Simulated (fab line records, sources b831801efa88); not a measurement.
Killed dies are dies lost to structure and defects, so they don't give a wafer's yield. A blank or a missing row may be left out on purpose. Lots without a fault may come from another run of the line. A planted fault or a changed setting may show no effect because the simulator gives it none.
fab line records | flow gf180mcu
record lots=5 wafers=15 last_day=34
route steps=602 shown V2@382
lots that met no fault: from a run of the same line without faults
start_h: hours from the record's first day to the start of the lot's first wafer shown | wait_h: hours since the lot's step before | " the same as in the row above | L1.1+2: a row that stands for several wafers | - no value, or no start given | * or withheld: withheld | < > ~ a bound
route shown NAME@n: a module of which the file shows steps, and the number in the route of the first | usual: mean/standard deviation of fault-free wafers | same: alike in all rows | chamber/n: place in a boat | sites: the reading at each site | _std_site: their standard deviation | _edge_site: outer sites' mean less inner sites' | radius_mm: how far each site lies from the wafer's centre | mask NAME#n: copy n | behind: the tool/chamber that last shaped the wafer | hold: why the lot was held/for how many hours/how that ended | device: the transistor (n, p or np) that didn't switch | end of line: the same wafers' tests at the end of the route | a step without rows: its recipe alone | killed: dies lost to structure and defects at the first sort, not the wafer's yield | map: a wafer's dies, x killed, . not, _ none there
set.NAME: the setting as run; set.NAME@STEP: as run at that earlier step | model.NAME: the simulator's own value behind a step, which no gauge read
lots at some steps of the route; a table a step, a row a wafer
services: from which hour (start_h, from the record's first day; less than 0 if before it) a tool's chamber was out of use, for how many hours, and why
## steps
# step GF_V2_CVD_00
# recipe material=SiO2 target_thk_nm=600 sigma_open_frac=0.3 temp_c=400 time_s=100 sih4_flow_sccm=60 pressure_mtorr=6
# usual pressure_mtorr=6.001/0.012 susceptor_temp_C=399.99/0.22
# columns lot.wafer tool chamber start_h wait_h pressure_mtorr susceptor_temp_C
L074.1 hdpcvd-01 0 432.48 0.0 6.001 399.82
L074.4 " 0 " " 6.014 400.03
L074.5 " 1 " " 5.995 399.75
L082.1 hdpcvd-01 2 520.54 0.0 5.997 399.66
L082.4 " 2 " " 5.993 399.72
L082.5 " 0 " " 6.014 399.61
L085.2 hdpcvd-02 1 558.43 0.0 5.995 399.72
L085.3 " 0 " " 6.008 400.35
L085.6 " 2 " " 5.985 400.06
L089.2 hdpcvd-01 2 573.69 0.0 5.979 399.95
L089.5 " 1 " " 5.978 400.18
L089.6 " 2 " " 5.983 399.84
L096.1 hdpcvd-01 1 623.74 0.0 5.978 399.99
L096.3 " 0 " " 6.004 400.36
L096.6 " 2 " " 6.008 399.77
# step GF_V2_THK_MEAS_01
# recipe reads=SiO2_of_V2_CVD_00
# usual V2_CVD_00_THK=597/8.7
# columns lot.wafer tool chamber start_h wait_h V2_CVD_00_THK[nm]
L074.1 film_metro-01 - 432.55 0.0 599
L074.4 " - " " 601
L074.5 " - " " 600
L082.1 film_metro-01 - 520.61 0.0 613
L082.4 " - " " 619
L082.5 " - " " 589
L085.2 film_metro-04 - 558.51 0.0 603
L085.3 " - " " 584
L085.6 " - " " 592
L089.2 film_metro-03 - 573.78 0.0 615
L089.5 " - " " 593
L089.6 " - " " 606
L096.1 film_metro-01 - 623.81 0.0 587
L096.3 " - " " 587
L096.6 " - " " 590
# step GF_V2_CVD_02
# recipe material=SiO2 target_thk_nm=850 precursor=TEOS temp_c=400 time_s=94.851 rf_w=600
# usual heater_power_w=663/120 susceptor_temp_C=399.99/0.2
# columns lot.wafer tool chamber start_h wait_h heater_power_w susceptor_temp_C
L074.1 pecvd-01 2 432.61 0.1 870 400.12
L074.4 " 2 " " 738 400.03
L074.5 " 0 " " 858 400.23
L082.1 pecvd-02 0 520.67 0.1 616 400.38
L082.4 " 1 " " 727 400.08
L082.5 " 2 " " 488 400.07
L085.2 pecvd-02 2 558.56 0.0 518 399.60
L085.3 " 1 " " 575 399.69
L085.6 " 1 " " 648 399.98
L089.2 pecvd-01 1 573.83 0.0 661 400.06
L089.5 " 2 " " 850 400.15
L089.6 " 1 " " 688 400.39
L096.1 pecvd-02 2 623.87 0.1 524 400.07
L096.3 " 1 " " 676 399.85
L096.6 " 2 " " 531 400.14
# step GF_V2_THK_MEAS_03
# recipe reads=SiO2_of_V2_CVD_02
# usual V2_CVD_02_THK=849/14
# columns lot.wafer tool chamber start_h wait_h V2_CVD_02_THK[nm]
L074.1 film_metro-04 - 432.72 0.1 830
L074.4 " - " " 850
L074.5 " - " " 859
L082.1 film_metro-03 - 520.74 0.0 843
L082.4 " - " " 844
L082.5 " - " " 846
L085.2 film_metro-03 - 558.64 0.0 844
L085.3 " - " " 844
L085.6 " - " " 854
L089.2 film_metro-04 - 573.91 0.0 815
L089.5 " - " " 836
L089.6 " - " " 842
L096.1 film_metro-04 - 623.94 0.0 838
L096.3 " - " " 828
L096.6 " - " " 844
# step GF_V2_CMP_04
# recipe material=SiO2 down_force_psi=4 platen_rpm=60 pad_velocity_m_s=0.94248
# usual motor_current_A=11.5/1.1 slurry_filter_dp_kPa=13.51/0.13 time_to_endpoint_s=80/5.8
# columns lot.wafer tool chamber start_h wait_h motor_current_A slurry_filter_dp_kPa time_to_endpoint_s
L074.1 cmp-01 2 432.88 0.1 11.7 13.26 74
L074.4 " 3 " " 12.5 13.52 78
L074.5 " 1 " " 12.9 13.76 77
L082.1 cmp-02 1 520.85 0.1 10.1 13.47 79
L082.4 " 2 " " 12.8 13.69 80
L082.5 " 0 " " 10.2 13.58 85
L085.3 cmp-02 3 558.79 0.1 11.1 13.59 83
L085.2 " 0 " " 10.2 13.72 83
L085.6 " 2 " " 12.4 13.56 82
L089.2 cmp-01 3 573.96 0.0 12.8 13.66 65
L089.6 " 3 " " 12.6 13.47 77
L089.5 " 0 " " 11.0 13.50 77
L096.3 cmp-02 0 624.10 0.1 10.2 13.74 75
L096.1 " 1 " " 9.8 13.59 76
L096.6 " 2 " " 13.1 13.60 73
# step GF_V2_BOW_MEAS_05
# recipe mode=bow
# usual V2_BOW=100/8.1
# columns lot.wafer tool chamber start_h wait_h V2_BOW[um]
L074.1 film_metro-04 - 433.08 0.1 111
L074.4 " - " " 110
L074.5 " - " " 110
L082.1 film_metro-04 - 521.10 0.2 89
L082.4 " - " " 89
L082.5 " - " " 101
L085.2 film_metro-04 - 559.01 0.1 100
L085.3 " - " " 89
L085.6 " - " " 99
L089.2 film_metro-01 - 574.28 0.3 83
L089.5 " - " " 80
L089.6 " - " " 101
L096.1 film_metro-04 - 624.30 0.1 100
L096.3 " - " " 92
L096.6 " - " " 100
# step GF_V2_DEHYDRATE_06
# recipe temp_c=200 time_s=60
# columns lot.wafer tool chamber start_h wait_h
L074.1+4+5 litho_track-02 0 445.15 12.0
L082.1+4+5 litho_track-02 0 532.09 11.0
L085.2+3+6 litho_track-02 0 569.37 10.3
L089.2+5+6 litho_track-03 0 584.39 10.1
L096.1+3+6 litho_track-04 0 633.82 9.5
# step GF_V2_HMDS_07
# recipe prime_time_s=60 prime_temp_c=120
# columns lot.wafer tool chamber start_h wait_h
L074.1+4+5 litho_track-02 0 445.30 0.1
L082.1+4+5 litho_track-02 0 532.24 0.1
L085.2+3+6 litho_track-02 0 569.52 0.1
L089.2+5+6 litho_track-03 0 584.54 0.1
L096.1+3+6 litho_track-04 0 633.97 0.1
# step GF_V2_COAT_08
# recipe resist=BARC temp_c=withheld time_s=withheld spin_rpm=withheld resist_thk_nm=withheld
# columns lot.wafer tool chamber start_h wait_h
L074.1+4+5 litho_track-02 0 445.45 0.1
L082.1+4+5 litho_track-02 0 532.39 0.1
L085.2+3+6 litho_track-02 0 569.67 0.1
L089.2+5+6 litho_track-03 0 584.69 0.1
L096.1+3+6 litho_track-04 0 634.12 0.1
# step GF_V2_COAT_09
# recipe resist=KrF spin_rpm=withheld resist_thk_nm=1000
# columns lot.wafer tool chamber start_h wait_h
L074.1+4+5 litho_track-02 0 - -
L082.1+4+5 litho_track-02 0 - -
L085.2+3+6 litho_track-02 0 - -
L089.2+5+6 litho_track-03 0 - -
L096.1+3+6 litho_track-04 0 - -
# step GF_V2_SOFTBAKE_10
# recipe temp_c=130 time_s=60 resist=KrF
# columns lot.wafer tool chamber start_h wait_h
L074.1+4+5 litho_track-02 0 - -
L082.1+4+5 litho_track-02 0 - -
L085.2+3+6 litho_track-02 0 - -
L089.2+5+6 litho_track-03 0 - -
L096.1+3+6 litho_track-04 0 - -
# step GF_V2_EXPOSE_11
# recipe mask_id=Via2 target_cd_nm=260 na=0.68 source_shape=conventional sigma_outer=0.6 dose_mj=38
# columns lot.wafer tool chamber start_h wait_h mask
L074.1+4+5 krf_scanner-01 0 - - Via2#0
L082.1+4+5 krf_scanner-01 0 - - Via2#0
L085.2+3+6 krf_scanner-01 0 - - Via2#0
L089.2+5+6 krf_scanner-01 0 - - Via2#0
L096.1+3+6 krf_scanner-02 0 - - Via2#0
# step GF_V2_PEB_12
# recipe peb_temp_c=135 peb_time_s=90 resist=KrF
# columns lot.wafer tool chamber start_h wait_h
L074.1+4+5 litho_track-03 0 - -
L082.1+4+5 litho_track-04 0 - -
L085.2+3+6 litho_track-02 0 - -
L089.2+5+6 litho_track-03 0 - -
L096.1+3+6 litho_track-03 0 - -
# step GF_V2_DEVELOP_13
# recipe develop_time_s=60 resist=KrF dev_temp_c=21
# columns lot.wafer tool chamber start_h wait_h
L074.1+4+5 litho_track-03 0 457.62 0.2
L082.1+4+5 litho_track-04 0 544.12 0.2
L085.2+3+6 litho_track-02 0 580.92 0.2
L089.2+5+6 litho_track-03 0 595.34 0.2
L096.1+3+6 litho_track-03 0 644.46 0.2
# step GF_V2_CD_MEAS_14
# recipe target_cd_nm=260
# usual cd_nm=259.7/1
# columns lot.wafer tool chamber start_h wait_h cd_nm
L074.1 cd_sem-02 - 457.77 0.1 258.0
L074.4 " - " " 258.5
L074.5 " - " " 258.9
L082.1 cd_sem-02 - 544.27 0.1 260.4
L082.4 " - " " 261.2
L082.5 " - " " 260.5
L085.2 cd_sem-01 - 581.06 0.1 259.7
L085.3 " - " " 259.7
L085.6 " - " " 260.2
L089.2 cd_sem-01 - 595.48 0.1 260.2
L089.5 " - " " 259.8
L089.6 " - " " 260.2
L096.1 cd_sem-02 - 644.61 0.1 260.4
L096.3 " - " " 261.5
L096.6 " - " " 261.8
# step GF_V2_OVL_MEAS_15
# usual V2_OVL=2/7.3
# columns lot.wafer tool chamber start_h wait_h V2_OVL[nm]
L074.1 overlay-02 - 457.89 0.1 -1
L074.4 " - " " -5
L074.5 " - " " -6
L082.1 overlay-01 - 544.39 0.1 0
L082.4 " - " " 1
L082.5 " - " " 0
L085.2 overlay-01 - 581.17 0.1 -7
L085.3 " - " " -6
L085.6 " - " " -9
L089.2 overlay-01 - 595.59 0.1 -6
L089.5 " - " " -6
L089.6 " - " " 6
L096.1 overlay-01 - 644.73 0.1 9
L096.3 " - " " 11
L096.6 " - " " 12
# step GF_V2_ETCH_16
# recipe chemistry=N2/H2 target_depth_a=withheld overetch_a=withheld time_s=withheld target=BARC ion_energy_ev=200 source_w=500 bias_w=100 pressure_mtorr=30 n2_flow_sccm=100 h2_flow_sccm=200
# usual drypump_motor_current_A=5.9/0.43 oes_product_au=0.856/0.0049 throttle_valve_pct=13.226/0.0085
# columns lot.wafer tool chamber start_h wait_h drypump_motor_current_A oes_product_au throttle_valve_pct
L074.1 rie_diel-03 2 457.92 0.0 5.6 0.860 13.240
L074.4 " 2 " " 5.6 0.855 13.221
L074.5 " 3 " " 5.4 0.851 13.225
L082.1 rie_diel-03 0 544.42 0.0 6.4 0.850 13.239
L082.4 " 1 " " 5.6 0.857 13.224
L082.5 " 3 " " 5.4 0.855 13.244
L085.2 rie_diel-02 2 581.20 0.0 5.7 0.850 13.229
L085.3 " 3 " " 5.2 0.856 13.220
L085.6 " 1 " " 6.4 0.862 13.224
L089.2 rie_diel-01 3 595.62 0.0 6.1 0.854 13.234
L089.5 " 3 " " 6.1 0.854 13.228
L089.6 " 0 " " 6.0 0.861 13.221
L096.1 rie_diel-03 1 644.77 0.0 5.6 0.853 13.218
L096.3 " 2 " " 5.5 0.852 13.226
L096.6 " 2 " " 5.6 0.867 13.220
# step GF_V2_ETCH_17
# recipe chemistry=C4F8/O2/Ar mask_material=KrF target=SiO2 stop_on=TiN source_w=1500 bias_w=1200 pressure_mtorr=40 c4f8_flow_sccm=withheld O2_flow_sccm=6 Ar_flow_sccm=300 time_s=withheld target_depth_a=6300
# usual oes_product_au=0.857/0.0046
# columns lot.wafer tool chamber start_h wait_h oes_product_au
L074.1 rie_diel-03 2 - - 0.861
L074.4 " 2 " " 0.853
L074.5 " 3 " " 0.857
L082.1 rie_diel-03 0 - - 0.863
L082.4 " 1 " " 0.865
L082.5 " 3 " " 0.853
L085.2 rie_diel-02 2 - - 0.856
L085.3 " 3 " " 0.856
L085.6 " 1 " " 0.862
L089.2 rie_diel-01 3 - - 0.855
L089.5 " 3 " " 0.855
L089.6 " 0 " " 0.865
L096.1 rie_diel-03 1 - - 0.859
L096.3 " 2 " " 0.851
L096.6 " 2 " " 0.861
# step GF_V2_STRIP_18
# recipe chemistry=O2/N2 power_w=1400 pressure_mtorr=1500 platen_temp_c=250 o2_flow_sccm=3000 n2_flow_sccm=300 overash_fraction=0.5
# usual drypump_motor_current_A=5.4/0.65 heater_power_w=339/19 oes_product_au=0.594/0.0053
# columns lot.wafer tool chamber start_h wait_h drypump_motor_current_A heater_power_w oes_product_au rf_hours_counter_h
L074.1 plasma_asher-01 1 458.05 - 5.4 377 0.590 31
L074.4 " 0 " " 5.2 315 0.600 -
L074.5 " 0 " " 5.2 319 0.587 -
L082.1 plasma_asher-02 0 544.55 - 6.7 323 0.598 11
L082.4 " 0 " " 6.7 329 0.594 -
L082.5 " 0 " " 6.8 323 0.594 -
L085.2 plasma_asher-02 0 581.33 - 6.7 332 0.589 15
L085.3 " 0 " " 6.7 321 0.595 -
L085.6 " 1 " " 5.3 346 0.585 -
L089.2 plasma_asher-01 1 595.75 - 5.4 368 0.591 47
L089.5 " 1 " " 5.4 370 0.590 -
L089.6 " 0 " " 5.2 325 0.586 -
L096.1 plasma_asher-01 0 644.90 - 5.2 322 0.589 52
L096.3 " 0 " " 5.2 324 0.593 -
L096.6 " 1 " " 5.4 374 0.592 -
# step GF_V2_STRIP_19
# recipe chemistry=post_etch_residue_remover time_s=1200 temp_c=72.5
# usual bath_heat_duty_pct=14.3/1.3
# columns lot.wafer tool chamber start_h wait_h bath_heat_duty_pct
L074.1 wet_bench-02 2 458.15 0.1 16.0
L074.4 " 2 " " 15.6
L074.5 " 2 " " 15.4
L082.1 wet_bench-02 1 544.65 0.1 14.7
L082.4 " 1 " " 15.1
L082.5 " 1 " " 15.5
L085.2 wet_bench-02 1 581.43 0.1 15.3
L085.3 " 1 " " 15.3
L085.6 " 1 " " 14.6
L089.2 wet_bench-04 1 595.85 0.1 16.6
L089.5 " 1 " " 16.3
L089.6 " 1 " " 14.9
L096.1 wet_bench-04 2 645.00 0.1 13.4
L096.3 " 2 " " 12.7
L096.6 " 2 " " 13.3
## services
# columns tool chamber start_h hours kind
pecvd-02 1 415.27 5.2 repair
cmp-02 - 423.53 1.0 repair
krf_scanner-01 - 432.62 1.3 pm
wet_bench-02 - 441.03 2.7 repair
pecvd-02 1 457.50 5.4 repair
krf_scanner-01 - 464.63 1.0 pm
rie_diel-03 0 472.03 61.6 repair
cmp-02 - 482.21 1.7 repair
cmp-02 - 496.09 1.9 repair
rie_diel-03 2 506.62 1.4 repair
pecvd-02 1 506.87 5.3 repair
krf_scanner-01 - 516.57 0.8 pm
rie_diel-03 2 531.34 27.6 repair
hdpcvd-01 - 539.25 15.0 pm
krf_scanner-01 - 541.64 4.0 pm
plasma_asher-01 - 556.28 0.7 repair
rie_diel-03 1 570.79 4.8 repair
cmp-02 - 572.08 4.0 pm
cmp-02 - 586.19 1.1 repair
plasma_asher-01 - 593.69 1.2 repair
krf_scanner-01 - 607.46 0.2 repair
krf_scanner-01 - 608.52 1.3 pm
krf_scanner-01 - 632.50 1.0 repair
krf_scanner-01 - 633.63 1.0 pm
## key
fault none
